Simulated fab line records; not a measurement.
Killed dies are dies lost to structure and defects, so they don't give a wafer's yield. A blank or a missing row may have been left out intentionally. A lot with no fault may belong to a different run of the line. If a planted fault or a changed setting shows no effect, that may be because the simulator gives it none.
Chamber matching / flow sky130 / SKY_PASSIVATION_ETCH_11 on rie-diel-01 has 4 sister chambers
The step etches the open film in CF4/O2, stops on AlCu, target depth 725 nm, time 161.1 s. 16 wafers are shown with their chamber, then 8 later ones without.

## WAFERS WITH THEIR CHAMBER
wafer=L746.1; chamber=2; bias-w (W)=149.9; oes-product-au (a.u.)=0.972; throttle-valve-pct (%)=5.966
wafer=L746.2; chamber=0; bias-w (W)=149.0; oes-product-au (a.u.)=0.953; throttle-valve-pct (%)=5.959
wafer=L746.5; chamber=0; bias-w (W)=149.7; oes-product-au (a.u.)=0.981; throttle-valve-pct (%)=5.962
wafer=L751.2; chamber=3; bias-w (W)=150.0; oes-product-au (a.u.)=0.980; throttle-valve-pct (%)=5.985
wafer=L751.4; chamber=0; bias-w (W)=149.8; oes-product-au (a.u.)=0.985; throttle-valve-pct (%)=5.980
wafer=L751.5; chamber=2; bias-w (W)=150.1; oes-product-au (a.u.)=0.981; throttle-valve-pct (%)=5.975
wafer=L753.3; chamber=2; bias-w (W)=150.1; oes-product-au (a.u.)=0.975; throttle-valve-pct (%)=5.982
wafer=L753.4; chamber=0; bias-w (W)=150.1; oes-product-au (a.u.)=0.993; throttle-valve-pct (%)=5.964
wafer=L753.6; chamber=0; bias-w (W)=149.9; oes-product-au (a.u.)=0.977; throttle-valve-pct (%)=5.965
wafer=L760.2; chamber=1; bias-w (W)=150.2; oes-product-au (a.u.)=0.992; throttle-valve-pct (%)=5.963
wafer=L760.3; chamber=0; bias-w (W)=150.2; oes-product-au (a.u.)=0.963; throttle-valve-pct (%)=5.948
wafer=L760.4; chamber=3; bias-w (W)=150.2; oes-product-au (a.u.)=0.959; throttle-valve-pct (%)=5.969
wafer=L762.1; chamber=1; bias-w (W)=151.3; oes-product-au (a.u.)=0.979; throttle-valve-pct (%)=5.968
wafer=L762.4; chamber=2; bias-w (W)=149.8; oes-product-au (a.u.)=0.987; throttle-valve-pct (%)=5.974
wafer=L762.5; chamber=1; bias-w (W)=150.9; oes-product-au (a.u.)=0.988; throttle-valve-pct (%)=5.960
wafer=L763.2; chamber=3; bias-w (W)=149.6; oes-product-au (a.u.)=0.959; throttle-valve-pct (%)=5.964

SIGNATURES, as means of the wafers listed above
reading=bias-w; chamber 0=149.783; chamber 1=150.800; chamber 2=149.975; chamber 3=149.933; scatter within a chamber=0.385
reading=oes-product-au; chamber 0=0.97533; chamber 1=0.98633; chamber 2=0.97875; chamber 3=0.96600; scatter within a chamber=0.0116
reading=throttle-valve-pct; chamber 0=5.96300; chamber 1=5.96367; chamber 2=5.97425; chamber 3=5.97267; scatter within a chamber=0.00884
Rule: a wafer lies at a distance from a chamber equal to the root of the sum of squares, over the readings, of (its reading less the chamber's mean, divided by the reading's scatter). If the next closest chamber is less than 2 further off than the closest, the wafer can't be placed; otherwise it belongs to the closest. The scatter is the square root of a quotient: the sum, over the shown wafers, of each reading's squared deviation from its chamber's mean, divided by wafers minus chambers.

## WAFERS WITH NO CHAMBER GIVEN
wafer=L763.4; bias-w (W)=149.2; oes-product-au (a.u.)=0.984; throttle-valve-pct (%)=5.966
wafer=L763.6; bias-w (W)=149.8; oes-product-au (a.u.)=0.982; throttle-valve-pct (%)=5.972
wafer=L765.1; bias-w (W)=151.0; oes-product-au (a.u.)=0.971; throttle-valve-pct (%)=5.948
wafer=L765.2; bias-w (W)=150.2; oes-product-au (a.u.)=0.981; throttle-valve-pct (%)=5.956
wafer=L765.6; bias-w (W)=149.7; oes-product-au (a.u.)=0.996; throttle-valve-pct (%)=5.956
wafer=L769.2; bias-w (W)=150.1; oes-product-au (a.u.)=0.975; throttle-valve-pct (%)=5.964
wafer=L769.3; bias-w (W)=150.0; oes-product-au (a.u.)=0.966; throttle-valve-pct (%)=5.967
wafer=L769.4; bias-w (W)=150.0; oes-product-au (a.u.)=0.988; throttle-valve-pct (%)=5.972

## THE CHAMBER EACH PASSED THROUGH
wafer=L763.4; from the rows above=can't be placed: 0 or 2 or 3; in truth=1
wafer=L763.6; from the rows above=can't be placed: 2 or 0 or 3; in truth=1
wafer=L765.1; from the rows above=can't be placed: 1 or 0 or 3 or 2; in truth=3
wafer=L765.2; from the rows above=can't be placed: 0 or 1 or 2 or 3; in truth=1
wafer=L765.6; from the rows above=can't be placed: 0 or 2 or 1 or 3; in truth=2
wafer=L769.2; from the rows above=can't be placed: 0 or 2 or 3 or 1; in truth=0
wafer=L769.3; from the rows above=can't be placed: 3 or 0 or 2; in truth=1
wafer=L769.4; from the rows above=can't be placed: 2 or 0 or 3 or 1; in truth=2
Correctly placed: 0 of 8. Can't be placed from these rows: 8 (the true chamber is among the candidates in 5). Placed wrongly: 0.
